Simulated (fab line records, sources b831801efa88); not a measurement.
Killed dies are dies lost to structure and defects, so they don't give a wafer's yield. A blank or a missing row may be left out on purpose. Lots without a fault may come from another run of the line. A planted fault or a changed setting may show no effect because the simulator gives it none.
fab line records | flow sky130
record lots=6 wafers=18 last_day=50
route steps=708 shown VIA1@474 METAL2@483 PAD_OPEN@708
lots that met no fault: from a run of the same line without faults
start_h: hours from the record's first day to the start of the lot's first wafer shown | wait_h: hours since the lot's step before | " the same as in the row above | L1.1+2: a row that stands for several wafers | - no value, or no start given | * or withheld: withheld | < > ~ a bound
route shown NAME@n: a module of which the file shows steps, and the number in the route of the first | usual: mean/standard deviation of fault-free wafers | same: alike in all rows | chamber/n: place in a boat | sites: the reading at each site | _std_site: their standard deviation | _edge_site: outer sites' mean less inner sites' | radius_mm: how far each site lies from the wafer's centre | mask NAME#n: copy n | behind: the tool/chamber that last shaped the wafer | hold: why the lot was held/for how many hours/how that ended | device: the transistor (n, p or np) that didn't switch | end of line: the same wafers' tests at the end of the route | a step without rows: its recipe alone | killed: dies lost to structure and defects at the first sort, not the wafer's yield | map: a wafer's dies, x killed, . not, _ none there
set.NAME: the setting as run; set.NAME@STEP: as run at that earlier step | model.NAME: the simulator's own value behind a step, which no gauge read
lots at some steps of the route; a table a step, a row a wafer
services: from which hour (start_h, from the record's first day; less than 0 if before it) a tool's chamber was out of use, for how many hours, and why
## steps
# step SKY_VIA1_STRIP_16
# recipe chemistry=O2/N2 power_w=1400 pressure_mtorr=1500 platen_temp_c=withheld o2_flow_sccm=3000 n2_flow_sccm=300 overash_fraction=0.5
# usual drypump_motor_current_A=5.6/0.41 n2_flow_sccm=300.0/0.89 oes_product_au=0.416/0.0047 strip_time_to_endpoint_s=4.466/0.022
# columns lot.wafer tool chamber start_h wait_h drypump_motor_current_A n2_flow_sccm oes_product_au rf_hours_counter_h strip_time_to_endpoint_s
L109.1 plasma_asher-03 0 823.19 0.0 5.3 298.8 0.422 70 4.494
L109.4 " 1 " " 5.9 300.4 0.417 - 4.482
L109.6 " 0 " " 5.3 300.2 0.417 - 4.471
L111.2 plasma_asher-02 0 863.04 0.0 5.1 300.3 0.410 42 4.452
L111.3 " 1 " " 5.3 299.2 0.414 - 4.415
L111.5 " 1 " " 5.3 300.7 0.413 - 4.433
L122.1 plasma_asher-04 1 919.42 0.0 6.1 299.1 0.419 109 4.478
L122.3 " 0 " " 6.1 298.3 0.415 - 4.463
L122.6 " 1 " " 6.2 298.9 0.414 - 4.498
L123.1 plasma_asher-03 0 922.36 0.0 5.3 299.1 0.420 81 4.474
L123.2 " 1 " " 5.9 301.0 0.422 81 4.461
L123.5 " 1 " " 5.9 301.1 0.420 - 4.459
L126.1 plasma_asher-02 0 945.74 0.0 5.1 299.7 0.414 50 4.430
L126.2 " 1 " " 5.4 300.9 0.418 50 4.441
L126.6 " 0 " " 5.1 300.0 0.413 - 4.464
L128.1 plasma_asher-03 0 965.69 0.0 5.3 300.7 0.417 85 4.452
L128.3 " 1 " " 5.9 299.1 0.415 - 4.493
L128.4 " 0 " " 5.3 299.3 0.405 - 4.454
# step SKY_VIA1_STRIP_17
# recipe chemistry=post_etch_residue_remover time_s=1200 temp_c=72.5
# step SKY_VIA1_CLEAN_18
# recipe chemistry=IPA time_s=180 temp_c=25
# step SKY_VIA1_CLEAN_19
# recipe chemistry=O3/DIW dry=n2_spin
# step SKY_VIA1_SPUTTER_20
# recipe material=TiN target_thk_nm=20 chamber_pressure_pa=5 power_w=4000 time_s=80
# usual throttle_valve_pct=29.5/1.1
# columns lot.wafer tool chamber start_h wait_h throttle_valve_pct
L109.1 pvd_sputter-04 - 823.88 0.0 28.2
L109.4 " - " " 29.5
L109.6 " - " " 28.3
L111.2 pvd_sputter-03 - 863.63 0.0 31.2
L111.3 " - " " 28.9
L111.5 " - " " 27.7
L122.1 pvd_sputter-03 - 920.02 0.0 27.5
L122.3 " - " " 28.9
L122.6 " - " " 31.1
L123.1 pvd_sputter-04 - 923.04 0.0 29.7
L123.2 " - " " 30.2
L123.5 " - " " 30.0
L126.1 pvd_sputter-02 - 946.34 0.0 29.0
L126.2 " - " " 29.7
L126.6 " - " " 30.2
L128.1 pvd_sputter-02 - 966.33 0.0 29.2
L128.3 " - " " 29.5
L128.4 " - " " 30.3
# step SKY_VIA1_CVD_21
# recipe material=W target_thk_nm=270 time_s=80.902 temp_c=400 pressure_torr=40
# usual heater_power_outer_w=566/51 heater_power_w=903/71
# columns lot.wafer tool chamber start_h wait_h heater_power_outer_w heater_power_w
L109.1 cvd_w-02 1 823.94 0.0 590 951
L109.4 " 0 " " 523 886
L109.6 " 1 " " 589 963
L111.2 cvd_w-01 1 863.70 0.0 636 963
L111.3 " 1 " " 619 958
L111.5 " 0 " " 495 815
L122.1 cvd_w-01 1 920.08 0.0 613 952
L122.3 " 0 " " 516 785
L122.6 " 1 " " 638 965
L123.1 cvd_w-01 1 923.23 0.2 632 955
L123.2 " 0 " " 504 801
L123.5 " 0 " " 509 810
L126.1 cvd_w-02 1 946.40 0.0 576 948
L126.2 " 0 " " 524 902
L126.6 " 1 " " 612 941
L128.1 cvd_w-01 1 966.40 0.0 624 958
L128.3 " 0 " " 515 814
L128.4 " 1 " " 633 940
# step SKY_VIA1_RS_MEAS_22
# recipe thk_meas_gauge=four-point-probe reads=W_of_VIA1_CVD_21+TiN_of_VIA1_SPUTTER_20
# usual VIA1_W_RS=0.429/0.0047
# columns lot.wafer tool chamber start_h wait_h VIA1_W_RS[ohm/sq]
L109.1 film_metro-01 - 824.03 0.1 0.426
L109.4 " - " " 0.429
L109.6 " - " " 0.424
L111.2 film_metro-03 - 863.81 0.1 0.434
L111.3 " - " " 0.435
L111.5 " - " " 0.436
L122.1 film_metro-03 - 920.17 0.1 0.436
L122.3 " - " " 0.434
L122.6 " - " " 0.425
L123.1 film_metro-01 - 923.37 0.1 0.428
L123.2 " - " " 0.425
L123.5 " - " " 0.423
L126.1 film_metro-01 - 946.49 0.1 0.417
L126.2 " - " " 0.427
L126.6 " - " " 0.416
L128.1 film_metro-01 - 966.49 0.1 0.424
L128.3 " - " " 0.433
L128.4 " - " " 0.425
# step SKY_VIA1_THK_MEAS_23
# recipe thk_meas_gauge=xrf reads=W_of_VIA1_CVD_21
# usual VIA1_W_THK=269/3.2
# columns lot.wafer tool chamber start_h wait_h VIA1_W_THK[nm]
L109.1 film_metro-01 - 824.15 0.1 268
L109.4 " - " " 267
L109.6 " - " " 269
L111.2 film_metro-03 - 863.92 0.1 266
L111.3 " - " " 267
L111.5 " - " " 265
L122.1 film_metro-03 - 920.29 0.1 265
L122.3 " - " " 267
L122.6 " - " " 273
L123.1 film_metro-01 - 923.49 0.1 267
L123.2 " - " " 269
L123.5 " - " " 273
L126.1 film_metro-01 - 946.61 0.1 273
L126.2 " - " " 269
L126.6 " - " " 277
L128.1 film_metro-01 - 966.61 0.1 270
L128.3 " - " " 264
L128.4 " - " " 269
# step SKY_VIA1_CMP_24
# recipe stop_on=SiO2 t_overpolish_s=15 down_force_psi=3.5 platen_rpm=60 target_thk_nm=0 pad_velocity_m_s=0.94248
# usual motor_current_A=11.7/2 overpolish_run_s=15.001/0.0092 slurry_filter_dp_kPa=13.51/0.13 time_to_endpoint_s=65.4/2.5
# columns lot.wafer tool chamber start_h wait_h motor_current_A overpolish_run_s slurry_filter_dp_kPa time_to_endpoint_s
L109.4 cmp-02 2 824.21 0.0 14.0 15.004 13.46 65.3
L109.1 " 1 " " 9.8 15.008 13.39 66.2
L109.6 " 2 " " 14.3 15.003 13.56 68.0
L111.2 cmp-01 0 863.97 0.0 9.8 15.029 13.51 61.1
L111.3 " 1 " " 9.7 15.016 13.54 61.3
L111.5 " 1 " " 9.2 14.994 13.57 61.7
L122.3 cmp-01 1 920.35 0.0 9.7 14.991 13.38 61.6
L122.1 " 3 " " 11.1 15.000 13.60 65.0
L122.6 " 2 " " 14.5 15.002 13.47 68.2
L123.1 cmp-01 1 923.71 0.2 9.2 14.995 13.80 60.7
L123.2 " 3 " " 11.4 15.003 13.50 64.2
L123.5 " 1 " " 9.5 14.993 13.53 63.4
L126.2 cmp-02 3 946.67 0.0 11.5 15.003 13.55 63.3
L126.1 " 0 " " 12.6 15.001 13.50 64.3
L126.6 " 3 " " 12.0 14.998 13.52 67.8
L128.1 cmp-01 3 966.67 0.1 11.6 14.989 13.53 62.8
L128.3 " 1 " " 9.8 15.003 13.47 63.5
L128.4 " 2 " " 14.9 14.997 13.55 67.2
# step SKY_METAL2_SPUTTER_00
# recipe material=Ti target_thk_nm=15 power_w=3000 time_s=10 chamber_pressure_pa=0.4
# step SKY_METAL2_SPUTTER_01
# recipe material=TiN target_thk_nm=20 power_w=6500 time_s=16.7 chamber_pressure_pa=0.4
# usual throttle_valve_pct=29.6/1
# columns lot.wafer tool chamber start_h wait_h throttle_valve_pct
L109.1 pvd_sputter-01 - 824.53 0.0 28.7
L109.4 " - " " 31.3
L109.6 " - " " 28.6
L111.2 pvd_sputter-04 - 864.29 0.0 29.5
L111.3 " - " " 30.3
L111.5 " - " " 29.0
L122.1 pvd_sputter-01 - 920.67 0.0 28.4
L122.3 " - " " 30.1
L122.6 " - " " 30.3
L123.1 pvd_sputter-01 - 924.03 0.0 28.2
L123.2 " - " " 30.3
L123.5 " - " " 31.2
L126.1 pvd_sputter-04 - 947.00 0.0 28.1
L126.2 " - " " 30.3
L126.6 " - " " 30.0
L128.1 pvd_sputter-04 - 966.99 0.0 29.0
L128.3 " - " " 30.0
L128.4 " - " " 28.3
# step SKY_METAL2_SPUTTER_02
# recipe material=AlCu target_thk_nm=250 power_w=10600 time_s=13.3 chamber_pressure_pa=0.4
# step SKY_METAL2_SPUTTER_03
# recipe material=Ti target_thk_nm=5 power_w=3000 time_s=3.3 chamber_pressure_pa=0.4
# usual throttle_valve_pct=29.5/1.1
# columns lot.wafer tool chamber start_h wait_h throttle_valve_pct model.Ti_of_METAL2_SPUTTER_03.thk_nm
L109.1 pvd_sputter-01 - 824.58 0.0 28.6 4.849
L109.4 " - " " 31.6 4.931
L109.6 " - " " 28.4 4.957
L111.2 pvd_sputter-04 - 864.34 0.0 29.5 5.041
L111.3 " - " " 30.3 4.98
L111.5 " - " " 28.8 5.004
L122.1 pvd_sputter-01 - 920.72 0.0 28.2 2.733
L122.3 " - " " 30.4 2.719
L122.6 " - " " 30.4 2.605
L123.1 pvd_sputter-01 - 924.08 0.0 28.3 2.671
L123.2 " - " " 30.3 2.625
L123.5 " - " " 31.3 2.663
L126.1 pvd_sputter-04 - 947.05 0.0 28.4 4.93
L126.2 " - " " 29.7 4.936
L126.6 " - " " 30.1 4.873
L128.1 pvd_sputter-04 - 967.04 0.0 29.0 4.861
L128.3 " - " " 30.1 4.87
L128.4 " - " " 28.6 4.838
# step SKY_METAL2_SPUTTER_04
# recipe material=TiN target_thk_nm=70 power_w=6500 time_s=58.3 chamber_pressure_pa=0.4
# step SKY_PAD_OPEN_PROBE_99
# usual defect_limited_yield=82.4/2.1 killed_at_M0_to_M3=44/7.4 killed_at_M4_up=3.2/2 killed_at_contacts=24/5.1 killed_at_front_end=15/4.8 killed_at_other=0.2/0.46 killed_dies=86/10 killed_open=47/7.5 killed_short=39/7 sort_bin_3_pad_short=0.9/0.4 sort_bin_5_function=10.4/1.5 sort_bin_6_memory=6.3/1.2 sort_n_pass=406/10 sort_yield_pct=82.4/2.1
# same gross_dies=492 killed_at_back_side=0 sort_bin_4_leakage[%]=0 sort_bin_8_speed[%]=0
# columns lot.wafer tool chamber start_h wait_h defect_limited_yield[%] killed_at_M0_to_M3 killed_at_M4_up killed_at_contacts killed_at_front_end killed_at_other killed_dies killed_open killed_short sort_bin_3_pad_short[%] sort_bin_5_function[%] sort_bin_6_memory[%] sort_n_pass sort_yield_pct[%] model.etest.met2.rs_ohm_sq
L109.1 prober-02 - 1096.85 0.1 82.1 49 0 22 17 0 88 53 35 1.0 10.4 6.5 404 82.1 0.1278
L109.4 prober-02 - 1097.00 0.2 86.2 38 0 17 12 1 68 36 32 0.8 8.5 4.5 424 86.2 0.1319
L109.6 prober-02 - 1097.10 0.2 80.5 55 3 24 14 0 96 58 38 0.8 11.6 7.1 396 80.5 0.1279
L111.2 prober-01 - 1128.82 0.1 84.1 32 5 33 8 0 78 44 34 1.0 7.9 6.9 414 84.1 0.1284
L111.3 prober-01 - 1128.87 0.2 83.1 47 0 21 15 0 83 52 31 0.4 10.8 5.7 409 83.1 0.1289
L111.5 prober-01 - 1128.97 0.2 85.2 32 1 31 9 0 73 39 34 0.2 7.9 6.7 419 85.2 0.1273
L122.1 prober-02 - 1173.44 0.1 83.7 33 5 28 14 0 80 42 38 0.6 9.8 5.9 412 83.7 0.1267
L122.3 prober-02 - 1173.54 0.2 81.5 41 6 27 17 0 91 54 37 1.0 10.4 7.1 401 81.5 0.1248
L122.6 prober-02 - 1173.69 0.2 83.7 41 3 20 16 0 80 35 45 1.4 8.9 5.9 412 83.7 0.1255
L123.1 prober-01 - 1174.72 0.1 79.3 60 3 19 19 1 102 53 49 1.2 14.6 4.9 390 79.3 0.1262
L123.2 prober-01 - 1174.77 0.1 84.1 46 6 17 9 0 78 43 35 0.6 9.6 5.7 414 84.1 0.1268
L123.5 prober-01 - 1174.92 0.2 81.9 48 2 23 15 1 89 51 38 1.2 10.8 6.1 403 81.9 0.127
L126.1 prober-02 - 1191.32 0.1 79.9 42 4 30 23 0 99 53 46 0.8 10.6 8.7 393 79.9 0.1256
L126.2 prober-02 - 1191.37 0.1 81.9 38 4 22 25 0 89 52 37 0.6 11.6 5.9 403 81.9 0.1255
L126.6 prober-02 - 1191.57 0.2 82.1 40 3 23 22 0 88 47 41 1.2 9.3 7.3 404 82.1 0.1264
L128.1 prober-02 - 1211.83 0.1 86.4 38 3 13 12 1 67 36 31 1.2 7.5 4.9 425 86.4 0.1281
L128.3 prober-02 - 1211.93 0.2 80.3 57 4 23 12 1 97 53 44 0.8 12.2 6.7 395 80.3 0.1288
L128.4 prober-02 - 1211.98 0.2 85.2 38 4 19 12 0 73 35 38 0.8 8.3 5.7 419 85.2 0.1271
# killed by level:class
L109.1 VIA1:geometric_particle:open=17 CONTACT:geometric_particle:open=7 METAL1:geometric_particle:short=7 LI_CONTACT:geometric_particle:open=6 VIA3:geometric_particle:open=6 CONTACT:geometric_particle:short=6 FIELD_ISO:geometric_particle:open=5 VIA1:geometric_particle:short=4
L109.4 VIA1:geometric_particle:short=8 CONTACT:geometric_particle:open=6 VIA2:geometric_particle:open=6 VIA1:geometric_particle:open=5 VIA3:geometric_particle:open=5 METAL2:geometric_particle:short=4 FIELD_ISO:geometric_particle:open=3 POLY_GATE:geometric_particle:short=3
L109.6 VIA2:geometric_particle:open=14 CONTACT:geometric_particle:open=11 VIA1:geometric_particle:open=9 METAL1:geometric_particle:short=7 VIA3:geometric_particle:open=7 POLY_GATE:geometric_particle:open=6 METAL2:geometric_particle:short=5 LOCAL_INTERCONNECT:geometric_particle:short=4
L111.2 CONTACT:geometric_particle:open=12 LI_CONTACT:geometric_particle:open=9 METAL1:geometric_particle:short=8 CONTACT:geometric_particle:short=7 VIA3:geometric_particle:open=7 POLY_GATE:geometric_particle:open=6 VIA1:geometric_particle:open=6 METAL4:geometric_particle:short=5
L111.3 LI_CONTACT:geometric_particle:open=8 VIA1:geometric_particle:open=8 VIA1:geometric_particle:short=8 VIA3:geometric_particle:open=7 CONTACT:geometric_particle:open=7 VIA2:geometric_particle:open=6 POLY_GATE:geometric_particle:open=5 METAL2:geometric_particle:short=4
L111.5 CONTACT:geometric_particle:open=13 CONTACT:geometric_particle:short=8 VIA2:geometric_particle:open=6 LI_CONTACT:geometric_particle:open=5 VIA1:geometric_particle:open=5 VIA1:geometric_particle:short=4 LOCAL_INTERCONNECT:geometric_particle:short=4 METAL2:geometric_particle:short=4
L122.1 CONTACT:geometric_particle:open=10 CONTACT:geometric_particle:short=7 POLY_GATE:geometric_particle:open=6 VIA2:geometric_particle:open=6 LI_CONTACT:geometric_particle:open=5 POLY_GATE:geometric_particle:short=4 METAL2:geometric_particle:short=4 VIA1:geometric_particle:open=4
L122.3 CONTACT:geometric_particle:open=10 VIA1:geometric_particle:open=9 VIA3:geometric_particle:open=9 LOCAL_INTERCONNECT:geometric_particle:short=8 POLY_GATE:geometric_particle:short=5 LI_CONTACT:geometric_particle:open=5 METAL4:geometric_particle:short=5 METAL2:geometric_particle:short=5
L122.6 CONTACT:geometric_particle:open=10 VIA2:geometric_particle:open=10 VIA1:geometric_particle:short=7 FIELD_ISO:geometric_particle:short=5 LI_CONTACT:geometric_particle:short=5 POLY_GATE:geometric_particle:short=5 VIA1:geometric_particle:open=5 METAL2:geometric_particle:short=4
L123.1 VIA1:geometric_particle:open=13 CONTACT:geometric_particle:open=10 VIA2:geometric_particle:short=8 VIA2:geometric_particle:open=8 VIA3:geometric_particle:open=7 VIA3:geometric_particle:short=6 FIELD_ISO:geometric_particle:open=5 POLY_GATE:geometric_particle:short=5
L123.2 VIA1:geometric_particle:open=10 METAL2:geometric_particle:short=7 VIA3:geometric_particle:open=6 LI_CONTACT:geometric_particle:open=5 VIA2:geometric_particle:open=5 VIA3:geometric_particle:short=5 FIELD_ISO:geometric_particle:open=4 CONTACT:geometric_particle:open=4
L123.5 VIA1:geometric_particle:open=11 VIA3:geometric_particle:open=9 CONTACT:geometric_particle:open=8 FIELD_ISO:geometric_particle:open=6 LOCAL_INTERCONNECT:geometric_particle:short=6 LI_CONTACT:geometric_particle:open=5 METAL3:geometric_particle:short=5 VIA2:geometric_particle:open=4
L126.1 VIA1:geometric_particle:open=13 CONTACT:geometric_particle:open=8 VIA3:geometric_particle:open=8 CONTACT:geometric_particle:short=7 FIELD_ISO:geometric_particle:short=6 LOCAL_INTERCONNECT:geometric_particle:short=6 FIELD_ISO:geometric_particle:open=5 VIA2:geometric_particle:open=5
L126.2 VIA1:geometric_particle:open=12 LI_CONTACT:geometric_particle:open=9 FIELD_ISO:geometric_particle:short=8 CONTACT:geometric_particle:open=6 FIELD_ISO:geometric_particle:open=5 VIA3:geometric_particle:open=5 POLY_GATE:geometric_particle:short=4 VIA2:geometric_particle:open=4
L126.6 LI_CONTACT:geometric_particle:open=12 VIA1:geometric_particle:open=12 POLY_GATE:geometric_particle:short=8 METAL2:geometric_particle:short=8 FIELD_ISO:geometric_particle:open=5 FIELD_ISO:geometric_particle:short=4 CONTACT:geometric_particle:open=4 VIA3:geometric_particle:open=4
L128.1 VIA1:geometric_particle:open=9 CONTACT:geometric_particle:open=7 METAL1:geometric_particle:short=6 VIA3:geometric_particle:open=6 METAL2:geometric_particle:short=5 VIA2:geometric_particle:open=5 POLY_GATE:geometric_particle:open=4 POLY_GATE:geometric_particle:short=3
L128.3 VIA1:geometric_particle:open=14 VIA3:geometric_particle:short=8 METAL2:geometric_particle:short=7 VIA3:geometric_particle:open=7 CONTACT:geometric_particle:open=6 LI_CONTACT:geometric_particle:open=5 CONTACT:geometric_particle:short=5 METAL1:geometric_particle:open=5
L128.4 METAL1:geometric_particle:short=6 VIA1:geometric_particle:open=6 CONTACT:geometric_particle:short=6 CONTACT:geometric_particle:open=6 VIA1:geometric_particle:short=6 VIA3:geometric_particle:open=6 METAL2:geometric_particle:short=5 FIELD_ISO:geometric_particle:open=4
## services
# columns tool chamber start_h hours kind
cmp-01 - 803.22 0.5 repair
pvd_sputter-03 - 824.89 4.6 repair
plasma_asher-04 - 829.35 28.1 pm
pvd_sputter-04 3 832.59 - consumable_replace:kit
pvd_sputter-04 3 832.59 18.0 scheduled_down
pvd_sputter-04 3 832.59 18.0 vent_cycle
cmp-02 - 834.17 6.7 pm
cmp-02 - 842.16 1.8 repair
pvd_sputter-01 - 862.72 5.0 repair
pvd_sputter-01 0 870.45 - consumable_replace:kit
pvd_sputter-01 0 870.45 18.0 scheduled_down
cvd_w-01 - 876.23 1.3 repair
plasma_asher-04 - 899.44 2.8 pm
cvd_w-02 - 900.54 1.2 repair
cvd_w-02 - 904.00 14.0 pm
cmp-01 - 912.00 4.0 pm
cmp-02 - 916.12 0.3 repair
cvd_w-02 - 920.21 6.0 pm
cmp-02 - 922.79 2.2 repair
cvd_w-01 - 930.53 2.8 pm
cvd_w-02 - 951.49 2.8 pm
plasma_asher-02 - 959.04 2.8 pm
pvd_sputter-02 - 959.12 5.3 repair
plasma_asher-02 - 961.79 28.1 pm
## key
first_sign none at tools or gauges
model_effect step=SKY_METAL2_SPUTTER_03 value=Ti_of_METAL2_SPUTTER_03.thk_nm without=5.045 struck=2.67
model_effect step=SKY_PAD_OPEN_PROBE_99 value=etest.met2.rs_ohm_sq without=0.129 struck=0.1261
met_at SKY_METAL2_SPUTTER_03
struck_wafers L122.1,L122.3,L122.6,L123.1,L123.2,L123.5
onset_between 824.58 920.72
also_fits SKY_METAL2_SPUTTER_01:pvd_sputter-01
fault kind=process_parameter_drift tool=pvd_sputter-01 chamber=- onset_h=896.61 steps=SKY_METAL2_SPUTTER_03 channel=target_thk_nm offset=-2.3751 shape=step end_h=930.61 acts_in=these_recipes_only stated=5
